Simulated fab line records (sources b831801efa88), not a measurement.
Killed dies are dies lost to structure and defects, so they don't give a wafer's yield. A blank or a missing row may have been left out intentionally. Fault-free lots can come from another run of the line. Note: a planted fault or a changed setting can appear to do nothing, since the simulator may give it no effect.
fab line records | flow sky130
record lots=5 | wafers=15 | lastDay=49
route steps=708 shown NWELL@61 PAD_OPEN@708
lots untouched by any fault: they come from a run of this same line in which no faults occurred
startH: hours from the record's first day to the start of the lot's first wafer shown | waitH: how many hours have passed since the lot's step before this one | " unchanged from the row above | L1.1+2: a single row standing in for several wafers | - no value, or no start was given | * or withheld: withheld | < > ~ a bound
route shown NAME@n: a module of which the file shows steps, and the number in the route of the first | usual: mean and standard deviation over wafers with no fault | same: alike in all rows | chamber/n: place in a boat | sites: per-site readings | _std_site: standard deviation of those values | _edge_site: the outer-site mean with the inner-site mean subtracted | radiusMm: how far each site lies from the wafer's centre | mask NAME#n: copy n | behind: the tool/chamber that last shaped the wafer | hold: what put the lot on hold/how long, in hours/how the hold closed | device: names the non-switching transistor (n, p or np) | end of line: the same wafers' tests at the end of the route | for a step that has no rows: nothing shown but its recipe | killed: dies that structure and defects cost at the first sort, which is not the same as the wafer's yield | map: the dies of a wafer, with x for killed, . for not killed, _ for no die there
set.NAME: setting as actually run; set.NAME@STEP: the setting as run at that earlier step | model.NAME: the simulator's own value behind a step, which no gauge read
lots at some steps of the route; a table a step, a row a wafer
services: when a tool's chamber went out of use (startH, in hours from the record's first day, below 0 if earlier), for how many hours, and the reason
## steps
# step SKY_NWELL_PEB_08
# recipe tempC=115 | timeS=withheld
# step SKY_NWELL_DEVELOP_09
# recipe wallAngleDeg=90 | developer=TMAH | developTimeS=60 | devTempC=23
# step SKY_NWELL_OVL_MEAS_10
# usual NWELL_00_OVL=0.3/1.4
lot.wafer | tool       | chamber | startH | waitH | NWELL_00_OVL[nm]
L847.1    | overlay-02 | -       | 84.07  | -     | -1.4
L847.4    | "          | -       | "      | "     | 0.5
L847.5    | "          | -       | "      | "     | -1.8
L852.1    | overlay-02 | -       | 114.52 | -     | 1.7
L852.2    | "          | -       | "      | "     | 1.7
L852.3    | "          | -       | "      | "     | 0.2
L861.1    | overlay-01 | -       | 164.78 | -     | -1.2
L861.4    | "          | -       | "      | "     | -1.6
L861.5    | "          | -       | "      | "     | 0.4
L862.1    | overlay-02 | -       | 178.12 | -     | 1.4
L862.3    | "          | -       | "      | "     | 0.5
L862.4    | "          | -       | "      | "     | 0.0
L865.1    | overlay-02 | -       | 192.82 | -     | 0.0
L865.3    | "          | -       | "      | "     | -1.8
L865.6    | "          | -       | "      | "     | -1.1
# step SKY_NWELL_IMPLANT_11
# recipe species=P | energyKev=400 | doseCm2=1.9e+13 | tiltDeg=withheld
# step SKY_NWELL_IMPLANT_12
# recipe species=P | energyKev=120 | doseCm2=1.3e+12 | tiltDeg=withheld
# step SKY_NWELL_IMPLANT_13
# recipe species=P | energyKev=50 | doseCm2=7e+11 | tiltDeg=withheld
# step SKY_NWELL_STRIP_14
# recipe chemistry=O2/N2 | powerW=1400 | pressureMtorr=1500 | platenTempC=withheld | o2FlowSccm=3000 | n2FlowSccm=300 | overashFraction=0.5
# usual drypumpMotorCurrentA=6.0/0.34 | oesProductAu=0.722/0.0045 | stripTimeToEndpointS=36.96/0.1
lot.wafer | tool           | chamber | startH | waitH | drypumpMotorCurrentA | oesProductAu | rfHoursCounterH | stripTimeToEndpointS
L847.1    | plasmaAsher-03 | 1       | 84.55  | 0.1   | 6.4                  | 0.723        | 36              | 36.89
L847.4    | "              | 0       | "      | "     | 5.4                  | 0.728        | -               | 36.88
L847.5    | "              | 0       | "      | "     | 5.4                  | 0.727        | -               | 36.84
L852.1    | plasmaAsher-03 | 1       | 115.00 | 0.1   | 6.4                  | 0.726        | 40              | 36.82
L852.2    | "              | 0       | "      | "     | 5.5                  | 0.724        | 40              | 37.02
L852.3    | "              | 0       | "      | "     | 5.4                  | 0.723        | -               | 36.99
L861.1    | plasmaAsher-03 | 1       | 165.27 | 0.1   | 6.4                  | 0.722        | 45              | 36.86
L861.4    | "              | 1       | "      | "     | 6.4                  | 0.715        | -               | 36.84
L861.5    | "              | 1       | "      | "     | 6.4                  | 0.721        | -               | 36.84
L862.1    | plasmaAsher-03 | 1       | 178.60 | 0.1   | 6.4                  | 0.722        | 46              | 36.93
L862.3    | "              | 0       | "      | "     | 5.4                  | 0.722        | -               | 36.99
L862.4    | "              | 1       | "      | "     | 6.4                  | 0.727        | -               | 36.94
L865.1    | plasmaAsher-02 | 1       | 193.30 | 0.1   | 6.3                  | 0.719        | 38              | 37.06
L865.3    | "              | 1       | "      | "     | 6.2                  | 0.719        | -               | 37.10
L865.6    | "              | 0       | "      | "     | 6.1                  | 0.728        | -               | 37.10
# step SKY_NWELL_TW_MEAS_15
# usual NWELL_TW=1839/15
lot.wafer | tool         | chamber | startH | waitH | NWELL_TW
L847.1    | filmMetro-03 | -       | 84.65  | 0.1   | 1848
L847.4    | "            | -       | "      | "     | 1845
L847.5    | "            | -       | "      | "     | 1854
L852.1    | filmMetro-03 | -       | 115.10 | 0.1   | 1865
L852.2    | "            | -       | "      | "     | 1855
L852.3    | "            | -       | "      | "     | 1861
L861.1    | filmMetro-04 | -       | 165.37 | 0.1   | 1813
L861.4    | "            | -       | "      | "     | 1817
L861.5    | "            | -       | "      | "     | 1819
L862.1    | filmMetro-04 | -       | 178.70 | 0.1   | 1826
L862.3    | "            | -       | "      | "     | 1830
L862.4    | "            | -       | "      | "     | 1834
L865.1    | filmMetro-04 | -       | 193.40 | 0.1   | 1822
L865.3    | "            | -       | "      | "     | 1820
L865.6    | "            | -       | "      | "     | 1819
# step SKY_NWELL_DEHYDRATE_16
# recipe tempC=200 | timeS=60
# step SKY_NWELL_HMDS_17
# recipe primeTimeS=60 | primeTempC=120
# step SKY_NWELL_COAT_18
# recipe spinRpm=2000 | resistThkNm=3000
# step SKY_NWELL_SOFTBAKE_19
# recipe tempC=110 | timeS=withheld
# step SKY_NWELL_EXPOSE_20
# recipe maskId=NWM_COMPLEMENT | na=0.6 | sourceShape=conventional | sigmaOuter=0.6 | polarization=unpolarized | targetCdNm=840 | doseMj=260
lot.wafer  | tool            | chamber | startH | waitH | mask
L847.1+4+5 | ilineStepper-01 | 0       | 93.10  | -     | NWM_COMPLEMENT#0
L852.1+2+3 | ilineStepper-02 | 0       | 124.06 | -     | PWDEM#0
L861.1+4+5 | ilineStepper-02 | 0       | 175.25 | -     | NWM_COMPLEMENT#0
L862.1+3+4 | ilineStepper-02 | 0       | 188.73 | -     | NWM_COMPLEMENT#0
L865.1+3+6 | ilineStepper-02 | 0       | 203.96 | -     | NWM_COMPLEMENT#0
# step SKY_NWELL_PEB_21
# recipe tempC=115 | timeS=withheld
# step SKY_NWELL_DEVELOP_22
# recipe wallAngleDeg=90 | developer=TMAH | developTimeS=60 | devTempC=23
# step SKY_NWELL_OVL_MEAS_23
# usual NWELL_01_OVL=-0.2/1.5
lot.wafer | tool       | chamber | startH | waitH | NWELL_01_OVL[nm]
L847.1    | overlay-02 | -       | 101.37 | -     | 0.1
L847.4    | "          | -       | "      | "     | 0.4
L847.5    | "          | -       | "      | "     | -0.3
L852.1    | overlay-02 | -       | 133.03 | -     | -
L852.2    | "          | -       | "      | "     | -
L852.3    | "          | -       | "      | "     | -
L861.1    | overlay-01 | -       | 185.27 | -     | -0.7
L861.4    | "          | -       | "      | "     | -1.4
L861.5    | "          | -       | "      | "     | -1.3
L862.1    | overlay-01 | -       | 199.08 | -     | -1.2
L862.3    | "          | -       | "      | "     | 0.6
L862.4    | "          | -       | "      | "     | -2.4
L865.1    | overlay-01 | -       | 214.57 | -     | 1.4
L865.3    | "          | -       | "      | "     | 1.1
L865.6    | "          | -       | "      | "     | 2.0
# step SKY_NWELL_IMPLANT_24
# recipe species=B | energyKev=140 | doseCm2=9.2e+12 | tiltDeg=withheld
# step SKY_NWELL_STRIP_25
# recipe chemistry=O2/N2 | powerW=1400 | pressureMtorr=1500 | platenTempC=withheld | o2FlowSccm=3000 | n2FlowSccm=300 | overashFraction=0.5
# usual drypumpMotorCurrentA=6.0/0.35 | oesProductAu=0.722/0.0047 | stripTimeToEndpointS=36.93/0.09
lot.wafer | tool           | chamber | startH | waitH | drypumpMotorCurrentA | oesProductAu | rfHoursCounterH | stripTimeToEndpointS
L847.1    | plasmaAsher-03 | 1       | 101.55 | 0.1   | 6.4                  | 0.723        | 38              | 37.06
L847.4    | "              | 1       | "      | "     | 6.4                  | 0.725        | -               | 37.00
L847.5    | "              | 1       | "      | "     | 6.4                  | 0.719        | -               | 36.94
L852.1    | plasmaAsher-03 | 0       | 133.22 | 0.1   | 5.4                  | 0.717        | 42              | 36.82
L852.2    | "              | 1       | "      | "     | 6.4                  | 0.720        | 42              | 36.87
L852.3    | "              | 0       | "      | "     | 5.4                  | 0.723        | -               | 36.79
L861.1    | plasmaAsher-03 | 1       | 185.45 | 0.1   | 6.4                  | 0.712        | 47              | 36.71
L861.4    | "              | 1       | "      | "     | 6.4                  | 0.723        | -               | 36.82
L861.5    | "              | 1       | "      | "     | 6.5                  | 0.726        | -               | 36.95
L862.1    | plasmaAsher-01 | 0       | 199.27 | 0.1   | 6.2                  | 0.726        | 52              | 36.82
L862.3    | "              | 0       | "      | "     | 6.3                  | 0.717        | -               | 36.97
L862.4    | "              | 1       | "      | "     | 5.6                  | 0.728        | -               | 37.01
L865.1    | plasmaAsher-01 | 1       | 214.75 | 0.1   | 5.6                  | 0.725        | 53              | 36.92
L865.3    | "              | 1       | "      | "     | 5.6                  | 0.727        | -               | 36.98
L865.6    | "              | 1       | "      | "     | 5.6                  | 0.721        | -               | 36.85
# step SKY_NWELL_TW_MEAS_26
# usual NWELL_2_TW=501/4
lot.wafer | tool         | chamber | startH | waitH | hold                    | NWELL_2_TW
L847.1    | filmMetro-01 | -       | 101.65 | 0.1   | -                       | 497
L847.4    | "            | -       | "      | "     | -                       | 499
L847.5    | "            | -       | "      | "     | -                       | 498
L852.1    | filmMetro-03 | -       | 133.32 | 0.1   | awaitDispo/0.2h/release | 30
L852.2    | "            | -       | "      | "     | awaitDispo/0.2h/release | 30
L852.3    | "            | -       | "      | "     | awaitDispo/0.2h/release | 31
L852.1    | filmMetro-03 | -       | 133.55 | 0.2   | -                       | 30
L852.2    | "            | -       | "      | "     | -                       | 31
L852.3    | "            | -       | "      | "     | -                       | 31
L861.1    | filmMetro-01 | -       | 185.55 | 0.1   | -                       | 503
L861.4    | "            | -       | "      | "     | -                       | 504
L861.5    | "            | -       | "      | "     | -                       | 504
L862.1    | filmMetro-04 | -       | 199.37 | 0.1   | -                       | 497
L862.3    | "            | -       | "      | "     | -                       | 497
L862.4    | "            | -       | "      | "     | -                       | 497
L865.1    | filmMetro-03 | -       | 214.85 | 0.1   | -                       | 505
L865.3    | "            | -       | "      | "     | -                       | 502
L865.6    | "            | -       | "      | "     | -                       | 504
# step SKY_PAD_OPEN_PROBE_99
# usual defectLimitedYield=82.1/1.8 | killed_at_M0_to_M3=45/6.9 | killed_at_M4_up=3.2/1.8 | killedAtContacts=25/5.3 | killedAtFrontEnd=16/4.3 | killedAtOther=0.2/0.52 | killedDies=88/8.7 | killedOpen=48/6.5 | killedShort=40/6 | sort_bin_3_pad_short=0.9/0.4 | sort_bin_5_function=10.8/1.5 | sort_bin_6_memory=6.3/1 | sortNPass=404/8.7 | sortYieldPct=82.1/1.8
# same grossDies=492 | killedAtBackSide=0 | sort_bin_4_leakage[%]=0 | sort_bin_8_speed[%]=0
lot.wafer | tool      | chamber | startH  | waitH | defectLimitedYield[%] | killed_at_M0_to_M3 | killed_at_M4_up | killedAtContacts | killedAtFrontEnd | killedAtOther | killedDies | killedOpen | killedShort | sort_bin_3_pad_short[%] | sort_bin_5_function[%] | sort_bin_6_memory[%] | sortNPass | sortYieldPct[%]
L861.1    | prober-01 | -       | 1158.38 | 0.1   | 82.1                  | 48                 | 2               | 18               | 19               | 1             | 88         | 49         | 38          | 1.6                     | 9.8                    | 6.5                  | 404       | 82.1
L861.4    | prober-01 | -       | 1158.53 | 0.2   | 80.9                  | 52                 | 2               | 19               | 20               | 1             | 94         | 55         | 36          | 0.6                     | 11.8                   | 6.7                  | 398       | 80.9
L861.5    | prober-01 | -       | 1158.58 | 0.2   | 84.3                  | 36                 | 3               | 20               | 18               | 0             | 77         | 46         | 31          | 0.4                     | 7.9                    | 7.3                  | 415       | 84.3
L865.1    | prober-01 | -       | 1181.34 | 0.1   | 81.3                  | 44                 | 8               | 25               | 15               | 0             | 92         | 50         | 41          | 1.0                     | 13.6                   | 4.1                  | 400       | 81.3
L865.3    | prober-01 | -       | 1181.44 | 0.2   | 81.3                  | 49                 | 1               | 27               | 15               | 0             | 92         | 46         | 46          | 1.2                     | 12.2                   | 5.3                  | 400       | 81.3
L865.6    | prober-01 | -       | 1181.59 | 0.2   | 80.7                  | 66                 | 4               | 16               | 9                | 0             | 95         | 47         | 48          | 1.2                     | 12.4                   | 5.7                  | 397       | 80.7
# killed by level:class
L861.1 VIA1:geometricParticle:open=11 VIA2:geometricParticle:open=10 LI_CONTACT:geometricParticle:open=8 POLY_GATE:geometricParticle:short=6 VIA3:geometricParticle:open=6 METAL2:geometricParticle:short=5 CONTACT:geometricParticle:open=5 POLY_GATE:geometricParticle:open=4
L861.4 VIA1:geometricParticle:open=14 CONTACT:geometricParticle:open=11 VIA1:geometricParticle:short=9 POLY_GATE:geometricParticle:open=6 VIA3:geometricParticle:open=6 VIA2:geometricParticle:open=5 METAL1:geometricParticle:open=4 FIELD_ISO:geometricParticle:open=3
L861.5 VIA2:geometricParticle:open=7 FIELD_ISO:geometricParticle:open=6 CONTACT:geometricParticle:open=6 VIA1:geometricParticle:open=6 METAL2:geometricParticle:short=5 METAL2:geometricParticle:open=5 LI_CONTACT:geometricParticle:open=4 CONTACT:geometricParticle:short=4
L865.1 CONTACT:geometricParticle:open=12 VIA3:geometricParticle:open=7 VIA1:geometricParticle:open=7 VIA3:geometricParticle:short=7 LI_CONTACT:geometricParticle:open=6 METAL2:geometricParticle:short=6 POLY_GATE:geometricParticle:open=5 METAL4:geometricParticle:short=5
L865.3 METAL1:geometricParticle:short=9 VIA1:geometricParticle:open=8 LI_CONTACT:geometricParticle:open=7 LOCAL_INTERCONNECT:geometricParticle:short=6 CONTACT:geometricParticle:open=6 VIA2:geometricParticle:open=6 FIELD_ISO:geometricParticle:short=5 VIA1:geometricParticle:short=5
L865.6 VIA3:geometricParticle:open=13 VIA1:geometricParticle:open=9 METAL2:geometricParticle:short=7 METAL1:geometricParticle:short=7 CONTACT:geometricParticle:open=6 VIA2:geometricParticle:short=6 VIA1:geometricParticle:short=6 VIA3:geometricParticle:short=6
## services
tool            | chamber | startH | hours | kind
plasmaAsher-01  | -       | 95.98  | 0.7   | repair
ilineStepper-01 | -       | 96.10  | 1.7   | pm
ilineStepper-01 | 0       | 96.84  | -     | calibration
ilineStepper-02 | -       | 132.33 | 2.1   | pm
ilineStepper-02 | -       | 134.42 | -     | consumableReplace:lamp
ilineStepper-02 | -       | 134.42 | 1.7   | pm
plasmaAsher-01  | -       | 172.80 | 12.2  | repair
ilineStepper-02 | -       | 196.11 | 2.3   | repair
## key
firstSign step=SKY_NWELL_EXPOSE_20 | reading=mask | direction=changed
effect step=SKY_NWELL_OVL_MEAS_23 | reading=NWELL_01_OVL | direction=missing
effect step=SKY_NWELL_TW_MEAS_26 | reading=visit | direction=added
effect step=SKY_NWELL_TW_MEAS_26 | reading=NWELL_2_TW | direction=down | sigmas=99+ | usual=501 | struck=30
metAt SKY_NWELL_EXPOSE_20
struckWafers L852.1,L852.2,L852.3
scrappedBehind SKY_NWELL_TW_MEAS_26 L852.1,L852.2,L852.3
fault kind=wrongMask | tool=any | chamber=- | onsetH=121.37 | steps=SKY_NWELL_EXPOSE_20 | auxCopy=PWDEM#0 | scope=struckLotsOnly
